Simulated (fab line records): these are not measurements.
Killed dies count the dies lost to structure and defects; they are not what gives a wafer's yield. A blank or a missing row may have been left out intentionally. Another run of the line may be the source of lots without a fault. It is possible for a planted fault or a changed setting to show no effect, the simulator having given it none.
fab line records	flow sfq_line
record: lots: 14	wafers: 42	last_day: 83
route steps=325 shown M0@29 M6@263 I7@296
lots that met no fault: from a run of the same line without faults
start_h: hours from the record's opening day to when the first of the lot's shown wafers began	wait_h: hours since the lot's step before	" identical to the entry in the row above	L1.1+2: a single row standing in for several wafers	- no value, or no start given	* or withheld: withheld	< > ~ a bound
route shown NAME@n: names a module that has steps shown in the file, with the first one's number in the route	usual: the fault-free wafers' mean and standard deviation	same: alike in all rows	chamber/n: place in a boat	sites: each site's reading	_std_site: standard deviation across them	_edge_site: outer sites' mean less inner sites'	radius_mm: how far each site lies from the wafer's centre	mask NAME#n: copy n	behind: the most recent tool/chamber to have shaped the wafer	hold: cause of the lot's hold/its duration in hours/its outcome	device: transistor that didn't switch, given as n, p or np	end of line: at the end of the route, the tests of the same wafers	a step given without rows: its recipe and nothing more	killed: not the wafer's yield, but the dies lost to structure and defects at the first sort	map: a wafer's dies, marking killed ones x, the rest . and places with no die _
set.NAME: setting as actually run; set.NAME@STEP: the setting as run at that earlier step	model.NAME: the simulator's own value behind a step, which no gauge read
the route's steps for a sample of lots (tables are steps, rows are wafers)
services: a tool's chamber out of use, with start hour (start_h, from the record's first day; less than 0 if before it), hours out, and reason
== steps ==
step: SFQ_TRILAYER_M0_DEP_SPUTTER_019
recipe: material: Nb	base_pressure_pa: 1.33e-06	chamber_pressure_pa: 0.1333	substrate_temp_c: 20	resputter_cathode_voltage_v: 400	target_thk_nm: 200	power_w: 2000	time_s: 133.3
usual: throttle_valve_pct: 30.2/0.93
lot.wafer	tool	chamber	start_h	wait_h	throttle_valve_pct
L480.1	pvd_sputter-05	-	153.16	0.0	28.9
L480.4	"	-	"	"	30.1
L480.6	"	-	"	"	30.3
L481.1	pvd_sputter-03	-	161.52	0.0	31.5
L481.2	"	-	"	"	30.9
L481.4	"	-	"	"	30.4
L482.1	pvd_sputter-05	-	169.91	0.0	29.4
L482.3	"	-	"	"	31.0
L482.4	"	-	"	"	30.0
L483.3	pvd_sputter-04	-	177.83	0.0	30.7
L483.4	"	-	"	"	31.7
L483.5	"	-	"	"	30.4
L484.4	pvd_sputter-05	-	185.05	0.0	30.2
L484.5	"	-	"	"	30.2
L484.6	"	-	"	"	31.2
L486.3	pvd_sputter-05	-	205.45	0.0	29.8
L486.4	"	-	"	"	30.2
L486.6	"	-	"	"	28.7
L488.2	pvd_sputter-05	-	215.51	0.0	30.3
L488.3	"	-	"	"	28.7
L488.6	"	-	"	"	30.2
L490.2	pvd_sputter-03	-	221.51	0.0	29.1
L490.4	"	-	"	"	30.3
L490.6	"	-	"	"	29.0
L491.4	pvd_sputter-04	-	226.29	0.0	29.1
L491.5	"	-	"	"	31.7
L491.6	"	-	"	"	30.2
L492.3	pvd_sputter-04	-	232.29	0.0	29.1
L492.5	"	-	"	"	29.0
L492.6	"	-	"	"	29.5
L493.2	pvd_sputter-04	-	240.69	0.0	29.9
L493.3	"	-	"	"	31.6
L493.4	"	-	"	"	30.6
L494.4	pvd_sputter-04	-	245.03	0.0	31.7
L494.5	"	-	"	"	31.8
L494.6	"	-	"	"	28.8
L497.2	pvd_sputter-03	-	258.84	0.0	31.4
L497.4	"	-	"	"	29.0
L497.6	"	-	"	"	30.5
L503.1	pvd_sputter-03	-	300.84	0.0	31.5
L503.3	"	-	"	"	30.4
L503.4	"	-	"	"	29.0
step: SFQ_M0_RS_MEAS_904
recipe: thk_meas_gauge: four-point-probe	reads: Nb_of_TRILAYER_M0_DEP_SPUTTER_019
usual: M0_NB_RS: 0.888/0.012
lot.wafer	tool	chamber	start_h	wait_h	M0_NB_RS[ohm/sq]
L480.1	film_metro-01	-	153.25	0.0	0.904
L480.4	"	-	"	"	0.906
L480.6	"	-	"	"	0.896
L481.1	film_metro-03	-	161.61	0.0	0.894
L481.2	"	-	"	"	0.887
L481.4	"	-	"	"	0.877
L482.1	film_metro-02	-	170.00	0.0	0.889
L482.3	"	-	"	"	0.894
L482.4	"	-	"	"	0.895
L483.3	film_metro-03	-	177.96	0.1	0.876
L483.4	"	-	"	"	0.876
L483.5	"	-	"	"	0.875
L484.4	film_metro-02	-	185.20	0.1	0.889
L484.5	"	-	"	"	0.887
L484.6	"	-	"	"	0.889
L486.3	film_metro-03	-	205.58	0.1	0.893
L486.4	"	-	"	"	0.891
L486.6	"	-	"	"	0.892
L488.2	film_metro-01	-	215.62	0.1	0.898
L488.3	"	-	"	"	0.902
L488.6	"	-	"	"	0.905
L490.2	film_metro-01	-	221.62	0.1	0.885
L490.4	"	-	"	"	0.890
L490.6	"	-	"	"	0.885
L491.4	film_metro-02	-	226.44	0.1	0.873
L491.5	"	-	"	"	0.876
L491.6	"	-	"	"	0.871
L492.3	film_metro-01	-	232.42	0.1	0.883
L492.5	"	-	"	"	0.890
L492.6	"	-	"	"	0.881
L493.2	film_metro-01	-	240.80	0.1	0.889
L493.3	"	-	"	"	0.562
L493.4	"	-	"	"	0.888
L494.4	film_metro-03	-	245.18	0.1	0.565
L494.5	"	-	"	"	0.566
L494.6	"	-	"	"	0.902
L497.2	film_metro-02	-	258.95	0.1	0.908
L497.4	"	-	"	"	0.891
L497.6	"	-	"	"	0.899
L503.1	film_metro-01	-	300.93	0.0	0.915
L503.3	"	-	"	"	0.895
L503.4	"	-	"	"	0.894
step: SFQ_TRILAYER_M0_ETCH_METAL_ETCH_024
recipe: target: Nb	stop_on: SiO2	mask_material: PR	chemistry: Cl2/Ar	target_depth_nm: 240	icp_w: 600	bias_w: 80	pressure_mtorr: 10	time_s: 120
usual: drypump_motor_current_A: 5.9/0.57	oes_product_au: 0.896/0.008
lot.wafer	tool	chamber	start_h	wait_h	drypump_motor_current_A	oes_product_au	rf_hours_counter_h
L480.1	rie_metal-03	1	238.90	0.1	6.4	0.892	212
L480.4	"	1	"	"	6.5	0.887	-
L480.6	"	1	"	"	6.4	0.892	-
L481.1	rie_metal-03	1	246.66	0.1	6.5	0.893	214
L481.2	"	1	"	"	6.5	0.896	-
L481.4	"	1	"	"	6.5	0.913	-
L482.1	rie_metal-04	0	252.60	0.0	6.2	0.885	120
L482.3	"	0	"	"	6.2	0.891	-
L482.4	"	1	"	"	5.0	0.889	-
L483.3	rie_metal-04	1	259.84	0.1	5.0	0.901	-
L483.4	"	0	"	"	6.2	0.907	-
L483.5	"	1	"	"	5.0	0.902	-
L484.4	rie_metal-02	1	267.18	0.2	6.0	0.891	-
L484.5	"	1	"	"	6.0	0.897	-
L484.6	"	1	"	"	6.0	0.889	-
L486.3	rie_metal-02	0	286.24	0.1	4.8	0.895	-
L486.4	"	1	"	"	6.0	0.898	-
L486.6	"	0	"	"	4.9	0.897	-
L488.2	rie_metal-04	1	297.00	0.0	5.0	0.894	86
L488.3	"	1	"	"	5.0	0.885	-
L488.6	"	0	"	"	6.2	0.885	-
L490.2	rie_metal-02	1	307.92	0.0	6.0	0.905	117
L490.4	"	1	"	"	6.0	0.901	-
L490.6	"	0	"	"	4.9	0.891	-
L491.4	rie_metal-04	1	318.69	0.1	5.1	0.904	-
L491.5	"	0	"	"	6.2	0.902	-
L491.6	"	1	"	"	5.1	0.911	-
L492.3	rie_metal-04	1	327.09	0.1	5.1	0.901	-
L492.5	"	1	"	"	5.0	0.905	-
L492.6	"	0	"	"	6.2	0.895	-
L493.2	rie_metal-04	1	339.05	0.0	5.0	0.901	92
L493.3	"	1	"	"	5.0	0.997	-
L493.4	"	0	"	"	6.2	0.888	-
L494.4	rie_metal-03	1	346.42	0.1	6.4	0.990	-
L494.5	"	1	"	"	6.4	0.996	-
L494.6	"	0	"	"	6.3	0.890	-
L497.2	rie_metal-04	1	369.17	0.0	5.0	0.881	97
L497.4	"	1	"	"	5.0	0.900	-
L497.6	"	1	"	"	5.0	0.888	-
L503.1	rie_metal-02	1	428.26	0.1	6.0	0.883	134
L503.3	"	1	"	"	6.0	0.898	-
L503.4	"	1	"	"	6.0	0.887	-
step: SFQ_TRILAYER_M6_ETCH_METAL_ETCH_162
recipe: target: Nb	stop_on: SiO2	mask_material: PR	chemistry: Cl2/Ar	target_depth_nm: 240	icp_w: 600	bias_w: 80	pressure_mtorr: 10	time_s: 120
usual: drypump_motor_current_A: 6.0/0.53	oes_product_au: 0.893/0.0073
lot.wafer	tool	chamber	start_h	wait_h	drypump_motor_current_A	oes_product_au	rf_hours_counter_h
L480.1	rie_metal-04	1	1450.68	0.0	5.0	0.895	107
L480.4	"	1	"	"	5.0	0.904	-
L480.6	"	1	"	"	5.0	0.902	-
L481.1	rie_metal-04	1	1455.48	0.0	5.1	0.894	108
L481.2	"	0	"	"	6.2	0.884	142
L481.4	"	0	"	"	6.1	0.879	-
L482.1	rie_metal-03	1	1456.68	0.0	6.5	0.891	22
L482.3	"	1	"	"	6.4	0.892	-
L482.4	"	0	"	"	6.3	0.899	-
L483.3	rie_metal-01	0	1461.56	0.1	5.8	0.889	-
L483.4	"	1	"	"	6.0	0.884	-
L483.5	"	1	"	"	6.0	0.901	-
L484.4	rie_metal-04	0	1463.92	0.1	6.2	0.885	-
L484.5	"	0	"	"	6.2	0.899	-
L484.6	"	1	"	"	5.0	0.890	-
L486.3	rie_metal-04	1	1467.52	0.1	5.0	0.882	-
L486.4	"	0	"	"	6.2	0.897	-
L486.6	"	1	"	"	5.0	0.899	-
L488.2	rie_metal-01	1	1521.18	0.1	6.0	0.892	-
L488.3	"	1	"	"	6.0	0.906	-
L488.6	"	1	"	"	6.0	0.900	-
L490.2	rie_metal-03	1	1654.15	0.0	6.5	0.889	47
L490.4	"	1	"	"	6.5	0.889	-
L490.6	"	0	"	"	6.3	0.891	-
L491.4	rie_metal-03	1	1657.79	0.1	6.4	0.892	-
L491.5	"	1	"	"	6.4	0.899	-
L491.6	"	0	"	"	6.3	0.881	-
L492.3	rie_metal-04	1	1696.29	0.1	5.0	0.892	-
L492.5	"	0	"	"	6.2	0.899	-
L492.6	"	1	"	"	5.0	0.895	-
L493.2	rie_metal-03	1	1698.65	0.0	6.5	0.897	52
L493.3	"	1	"	"	6.4	0.889	-
L493.4	"	0	"	"	6.3	0.897	-
L494.4	rie_metal-03	1	1732.57	0.1	6.5	0.886	-
L494.5	"	1	"	"	6.5	0.900	-
L494.6	"	0	"	"	6.3	0.888	-
L497.2	rie_metal-03	1	1762.25	0.0	6.4	0.901	62
L497.4	"	0	"	"	6.3	0.902	-
L497.6	"	0	"	"	6.3	0.900	-
L503.1	rie_metal-03	0	1803.18	0.0	6.3	0.896	77
L503.3	"	0	"	"	6.3	0.894	-
L503.4	"	1	"	"	6.5	0.914	-
step: SFQ_TRILAYER_I7_DEP_PECVD_183
recipe: material: SiO2	temp_c: 150	time_s: 111.11	pressure_torr: 2.4	rf_w: 183.3	precursor: SiH4/N2O	target_thk_nm: 500
usual: heater_power_w: 83/18	throttle_valve_pct: 24.7/1.3
lot.wafer	tool	chamber	start_h	wait_h	heater_power_w	throttle_valve_pct
L480.1	pecvd-02	1	1593.05	0.0	82	26.0
L480.4	"	2	"	"	84	26.6
L480.6	"	1	"	"	86	26.5
L481.1	pecvd-03	2	1594.25	0.0	71	23.3
L481.2	"	1	"	"	84	22.6
L481.4	"	0	"	"	64	22.9
L482.1	pecvd-04	2	1595.45	0.0	103	24.4
L482.3	"	0	"	"	55	24.2
L482.4	"	0	"	"	58	24.2
L483.3	pecvd-03	2	1596.65	0.0	74	23.2
L483.4	"	2	"	"	76	23.4
L483.5	"	1	"	"	87	22.7
L484.4	pecvd-02	2	1597.89	0.0	81	26.1
L484.5	"	1	"	"	83	26.4
L484.6	"	0	"	"	84	25.0
L486.3	pecvd-03	2	1600.25	0.0	68	23.4
L486.4	"	1	"	"	70	23.0
L486.6	"	0	"	"	51	23.2
L488.2	pecvd-03	0	1603.47	0.0	62	23.1
L488.3	"	0	"	"	62	23.1
L488.6	"	1	"	"	85	22.8
L490.2	pecvd-03	2	1666.21	0.0	70	23.5
L490.4	"	1	"	"	83	23.1
L490.6	"	2	"	"	75	23.2
L491.4	pecvd-04	1	1670.96	0.0	121	25.0
L491.5	"	2	"	"	100	24.3
L491.6	"	0	"	"	64	24.2
L492.3	pecvd-04	1	1709.16	0.0	121	25.1
L492.5	"	0	"	"	51	24.5
L492.6	"	2	"	"	101	24.7
L493.2	pecvd-02	1	1716.30	0.0	85	26.5
L493.3	"	2	"	"	89	26.7
L493.4	"	2	"	"	72	26.2
L494.4	pecvd-02	0	1744.62	0.0	90	25.1
L494.5	"	2	"	"	86	26.4
L494.6	"	1	"	"	89	26.2
L497.2	pecvd-04	2	1774.38	0.0	107	24.7
L497.4	"	2	"	"	107	24.9
L497.6	"	0	"	"	65	24.6
L503.1	pecvd-02	2	1909.35	0.0	78	26.3
L503.3	"	0	"	"	82	24.9
L503.4	"	2	"	"	80	26.4
step: SFQ_I7_BOW_MEAS_946
recipe: mode: bow
usual: I7_BOW: 8/11
lot.wafer	tool	chamber	start_h	wait_h	I7_BOW[um]
L480.1	film_metro-03	-	1609.89	2.5	29
L480.4	"	-	"	"	19
L480.6	"	-	"	"	25
L481.1	film_metro-01	-	1611.12	2.0	3
L481.2	"	-	"	"	-6
L481.4	"	-	"	"	0
L482.1	film_metro-03	-	1614.12	1.5	-1
L482.3	"	-	"	"	-11
L482.4	"	-	"	"	0
L483.3	film_metro-02	-	1615.93	2.0	34
L483.4	"	-	"	"	31
L483.5	"	-	"	"	38
L484.4	film_metro-03	-	1617.18	1.1	28
L484.5	"	-	"	"	13
L484.6	"	-	"	"	11
L486.3	film_metro-02	-	1620.16	1.0	16
L486.4	"	-	"	"	16
L486.6	"	-	"	"	11
L488.2	film_metro-01	-	1626.14	2.0	21
L488.3	"	-	"	"	20
L488.6	"	-	"	"	7
L490.2	film_metro-03	-	1670.75	1.0	-1
L490.4	"	-	"	"	-10
L490.6	"	-	"	"	1
L491.4	film_metro-01	-	1674.06	2.6	5
L491.5	"	-	"	"	19
L491.6	"	-	"	"	2
L492.3	film_metro-01	-	1712.28	2.5	9
L492.5	"	-	"	"	9
L492.6	"	-	"	"	2
L493.2	film_metro-02	-	1719.40	1.0	4
L493.3	"	-	"	"	13
L493.4	"	-	"	"	-5
L494.4	film_metro-02	-	1747.72	2.1	12
L494.5	"	-	"	"	11
L494.6	"	-	"	"	19
L497.2	film_metro-01	-	1783.29	2.5	1
L497.4	"	-	"	"	6
L497.6	"	-	"	"	-3
L503.1	film_metro-02	-	1913.29	2.0	5
L503.3	"	-	"	"	-2
L503.4	"	-	"	"	1
== services ==
tool	chamber	start_h	hours	kind
rie_metal-03	0	273.31	14.8	repair
rie_metal-04	-	275.47	2.8	pm
rie_metal-03	1	282.83	11.1	repair
rie_metal-03	-	524.13	0.1	repair
rie_metal-03	-	571.23	2.8	pm
rie_metal-04	-	589.99	1.6	repair
rie_metal-04	0	630.02	3.7	repair
rie_metal-04	-	786.78	0.5	repair
rie_metal-04	-	804.67	0.2	repair
rie_metal-03	1	1107.29	2.8	repair
rie_metal-04	0	1256.47	6.9	repair
rie_metal-03	0	1293.40	11.5	repair
rie_metal-03	0	1311.34	7.3	repair
rie_metal-03	1	1316.08	4.3	repair
rie_metal-04	-	1375.47	2.8	pm
rie_metal-03	-	1424.60	14.6	pm
rie_metal-03	-	1507.12	5.0	repair
rie_metal-03	-	1622.55	1.4	pm
rie_metal-04	-	1629.21	1.4	pm
rie_metal-04	0	1661.82	7.4	repair
rie_metal-03	-	1671.23	2.8	pm
rie_metal-04	-	1753.40	0.9	repair
rie_metal-04	1	1757.32	8.2	repair
rie_metal-03	-	1809.05	0.3	repair
== key ==
first_sign: step: SFQ_M0_RS_MEAS_904	reading: M0_NB_RS	direction: down	sigmas: 27	usual: 0.888	struck: 0.564
effect: step: SFQ_TRILAYER_M0_ETCH_METAL_ETCH_024	reading: oes_product_au	direction: up	sigmas: 12	usual: 0.896	struck: 0.994
met_at SFQ_TRILAYER_M0_DEP_SPUTTER_019
struck_lots L493,L494
struck_wafers L493.3,L494.4,L494.5
not_acting_at SFQ_TRILAYER_M6_ETCH_METAL_ETCH_162,SFQ_TRILAYER_I7_DEP_PECVD_183,SFQ_I7_BOW_MEAS_946
onset_between 226.29 240.69
fault: kind: process_parameter_drift	tool: pvd_sputter-04	chamber: -	onset_h: 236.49	steps: SFQ_TRILAYER_M0_DEP_SPUTTER_019	channel: time_s	offset: *	shape: step	end_h: 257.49	acts_in: *	stated: *	scope: struck_wafers_only
